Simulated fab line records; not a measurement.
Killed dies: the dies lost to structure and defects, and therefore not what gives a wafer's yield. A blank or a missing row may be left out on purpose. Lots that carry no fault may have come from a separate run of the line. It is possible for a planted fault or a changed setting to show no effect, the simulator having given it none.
Matching of chambers :: flow sky130 :: SKY_VIA1_CMP_02 on cmp-01: 4 sister chambers
The step polishes SiO2. 4 wafers are shown with their chamber, then 9 later ones without.

## EACH WAFER AND ITS CHAMBER
wafer: L366.4
chamber: 3
motor current A (A): 11.4

wafer: L370.6
chamber: 1
motor current A (A): 13.4

wafer: L373.4
chamber: 0
motor current A (A): 12.0

wafer: L373.5
chamber: 2
motor current A (A): 13.5

## WAFERS WITH NO CHAMBER GIVEN
wafer: L379.1
motor current A (A): 11.2

wafer: L379.3
motor current A (A): 14.6

wafer: L379.5
motor current A (A): 11.1

wafer: L382.1
motor current A (A): 11.4

wafer: L382.2
motor current A (A): 11.6

wafer: L382.6
motor current A (A): 11.2

wafer: L386.2
motor current A (A): 13.0

wafer: L386.5
motor current A (A): 11.7

wafer: L386.6
motor current A (A): 13.6

## CHAMBER TAKEN BY EACH
wafer: L379.1
from the rows above: can't be placed: 3 or 0
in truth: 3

wafer: L379.3
from the rows above: can't be placed: 2 or 1
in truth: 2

wafer: L379.5
from the rows above: can't be placed: 3 or 0
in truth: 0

wafer: L382.1
from the rows above: can't be placed: 3 or 0
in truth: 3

wafer: L382.2
from the rows above: can't be placed: 3 or 0
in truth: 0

wafer: L382.6
from the rows above: can't be placed: 3 or 0
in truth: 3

wafer: L386.2
from the rows above: can't be placed: 1 or 2 or 0
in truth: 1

wafer: L386.5
from the rows above: can't be placed: 3 or 0
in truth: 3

wafer: L386.6
from the rows above: can't be placed: 2 or 1
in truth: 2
Placed correctly: 0 of 9. These rows do not allow placing 9 (true chamber among the candidates in 9). 0 placed wrongly.
How it was worked out, from the rows above alone: a wafer's distance from a chamber is the root of the sum, over the readings, of the square of ((its reading less the chamber's mean) divided by the reading's scatter). If the next closest chamber is less than 2 further off than the closest, the wafer can't be placed; otherwise it belongs to the closest. The mean given for a chamber averages the wafers shown for that chamber. The scatter: with one shown wafer a chamber, the root of the mean of the squares of how far each hidden wafer lies from its nearest shown one.
